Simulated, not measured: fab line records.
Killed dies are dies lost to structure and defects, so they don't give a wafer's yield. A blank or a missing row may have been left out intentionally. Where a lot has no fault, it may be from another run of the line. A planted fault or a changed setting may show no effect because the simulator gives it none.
What tool caused it? | flow sky130 | 12 lots with 36 wafers sampled at 3 steps, on a route of 708 steps

== WHAT THE GAUGES SHOWED, per wafer ==
SKY_VT_ADJUST_HVTP_CD_MEAS_07 targets a cd of 380 nm. Usual: cd-nm reads 379.8 nm (standard deviation 2.6).
lot  | measured     | on        | cd-nm (nm)        | flag
L969 | day 5 23:52  | cd-sem-02 | 380.2 378.0 382.1 |
L973 | day 6 20:25  | cd-sem-02 | 380.4 381.1 380.7 |
L974 | day 7 01:50  | cd-sem-02 | 379.3 381.0 379.8 |
L983 | day 8 10:10  | cd-sem-01 | 382.5 382.2 384.5 |
L984 | day 8 13:44  | cd-sem-02 | 382.9 384.1 381.8 |
L985 | day 8 16:28  | cd-sem-02 | 376.3 379.9 379.2 |
L986 | day 8 18:32  | cd-sem-02 | 381.7 383.3 381.8 |
L989 | day 15 07:35 | cd-sem-01 | 380.0 376.1 379.1 |
L987 | day 15 07:41 | cd-sem-02 | 381.6 382.1 385.4 |
L988 | day 15 07:55 | cd-sem-01 | 378.4 376.6 379.4 |
L990 | day 15 07:59 | cd-sem-02 | 381.3 380.4 381.3 |
L991 | day 15 09:53 | cd-sem-02 | 381.2 383.0 382.2 |

== WHAT TOOL EACH LOT RAN ON (gives the tool, then ch and the chambers of the sampled wafers, and finally the start) ==
lot  | SKY_NWELL_STRIP_25                   | SKY_NWELL_RTA_28
L969 | plasma-asher-01 ch 0,1, day 5 06:43  | rtp-anneal-01 ch 0, day 5 06:56
L973 | plasma-asher-02 ch 0,1, day 6 05:03  | rtp-anneal-02 ch 0, day 6 05:17
L974 | plasma-asher-01 ch 1, day 6 11:14    | rtp-anneal-01 ch 0, day 6 11:26
L983 | plasma-asher-04 ch 0,1, day 7 22:43  | rtp-anneal-01 ch 0, day 7 22:56
L984 | plasma-asher-01 ch 0,1, day 8 02:49  | rtp-anneal-02 ch 0, day 8 03:02
L985 | plasma-asher-01 ch 0,1, day 8 05:52  | rtp-anneal-01 ch 0, day 8 06:05
L986 | plasma-asher-02 ch 1, day 8 08:45    | rtp-anneal-02 ch 0, day 8 08:58
L989 | plasma-asher-04 ch 0,1, day 14 06:00 | rtp-anneal-02 ch 0, day 14 06:14
L987 | plasma-asher-01 ch 0,1, day 14 06:21 | rtp-anneal-01 ch 0, day 14 06:35
L988 | plasma-asher-02 ch 0, day 14 06:42   | rtp-anneal-02 ch 0, day 14 06:56
L990 | plasma-asher-04 ch 0,1, day 14 07:03 | rtp-anneal-01 ch 0, day 14 07:17
L991 | plasma-asher-02 ch 0,1, day 14 08:00 | rtp-anneal-01 ch 0, day 14 08:14
- SKY_NWELL_STRIP_25: strips in O2/N2.
- SKY_NWELL_RTA_28: time 30 s.

== AS READ BY THE TOOLS THEMSELVES (means over the sampled wafers that have a number; for cases with no such wafer, the mark the record gives instead) ==
SKY_NWELL_STRIP_25. Usual: drypump-motor-current-A 5.79 A, standard deviation 0.3; n2-flow-sccm 299.9 sccm, standard deviation 0.87; oes-product-au 0.723 a.u., standard deviation 0.004; strip-time-to-endpoint-s 36.93 s, standard deviation 0.077.
lot  | tool            | drypump-motor-current-A (A) | n2-flow-sccm (sccm) | oes-product-au (a.u.) | strip-time-to-endpoint-s (s) | flag
L969 | plasma-asher-01 | 5.51                        | 299.8               | 0.720                 | 36.94                        |
L973 | plasma-asher-02 | 5.98                        | 300.6               | 0.720                 | 36.83                        |
L974 | plasma-asher-01 | 6.05                        | 299.9               | 0.722                 | 36.92                        |
L983 | plasma-asher-04 | 5.65                        | 300.1               | 0.725                 | 36.94                        |
L984 | plasma-asher-01 | 5.52                        | 299.9               | 0.718                 | 37.01                        |
L985 | plasma-asher-01 | 5.50                        | 301.1               | 0.724                 | 36.96                        |
L986 | plasma-asher-02 | 5.98                        | 299.3               | 0.719                 | 36.96                        |
L989 | plasma-asher-04 | 5.79                        | 298.4               | 0.721                 | 36.95                        |
L987 | plasma-asher-01 | 5.79                        | 300.3               | 0.723                 | 36.99                        |
L988 | plasma-asher-02 | 5.97                        | 299.7               | 0.722                 | 36.98                        |
L990 | plasma-asher-04 | 5.65                        | 300.0               | 0.727                 | 36.92                        |
L991 | plasma-asher-02 | 5.97                        | 300.2               | 0.725                 | 36.92                        |

SKY_NWELL_RTA_28. Usual: chamber-o2-ppm 1.996, standard deviation 0.022; lamp-power-pct 25.31 %, standard deviation 0.056; wafer_temp_C_max 1054.9, standard deviation 0.86.
lot  | tool          | chamber-o2-ppm | lamp-power-pct (%) | wafer_temp_C_max | flag
L969 | rtp-anneal-01 | 1.987          | 25.30              | 1054.8           |
L973 | rtp-anneal-02 | 2.024          | 25.30              | 1055.1           |
L974 | rtp-anneal-01 | 1.979          | 25.34              | 1054.9           |
L983 | rtp-anneal-01 | 1.984          | 25.30              | 1054.6           |
L984 | rtp-anneal-02 | 2.011          | 25.33              | 1054.9           |
L985 | rtp-anneal-01 | 2.007          | 25.37              | 1054.9           |
L986 | rtp-anneal-02 | 1.955          | 25.27              | 1053.7           |
L989 | rtp-anneal-02 | 2.001          | 25.24              | 1055.7           |
L987 | rtp-anneal-01 | 1.989          | 25.32              | 1055.4           |
L988 | rtp-anneal-02 | 2.010          | 25.27              | 1054.8           |
L990 | rtp-anneal-01 | 1.991          | 25.34              | 1055.6           |
L991 | rtp-anneal-01 | 1.985          | 25.28              | 1054.5           |

== THE ANSWER, worked out from the rows above alone ==
Rule: take the mean of a lot's wafers that have a number; if it is more than 3 standard deviations from the usual mean, the lot is off. Also off: a lot with no number at a reading for which 4 or more lots have one. Any other lot the step has rows for is counted as sound. Order of review: gauges by route order, followed by the tools' own readings, for which a lot's mean as printed above is used. At the first step where some lot is off, the reading lying furthest off is the one used; lots without a number count as furthest.
Across all readings shown, no lot is off: no conclusion can be drawn from this.

== WHAT THE SIMULATOR PUT IN ==
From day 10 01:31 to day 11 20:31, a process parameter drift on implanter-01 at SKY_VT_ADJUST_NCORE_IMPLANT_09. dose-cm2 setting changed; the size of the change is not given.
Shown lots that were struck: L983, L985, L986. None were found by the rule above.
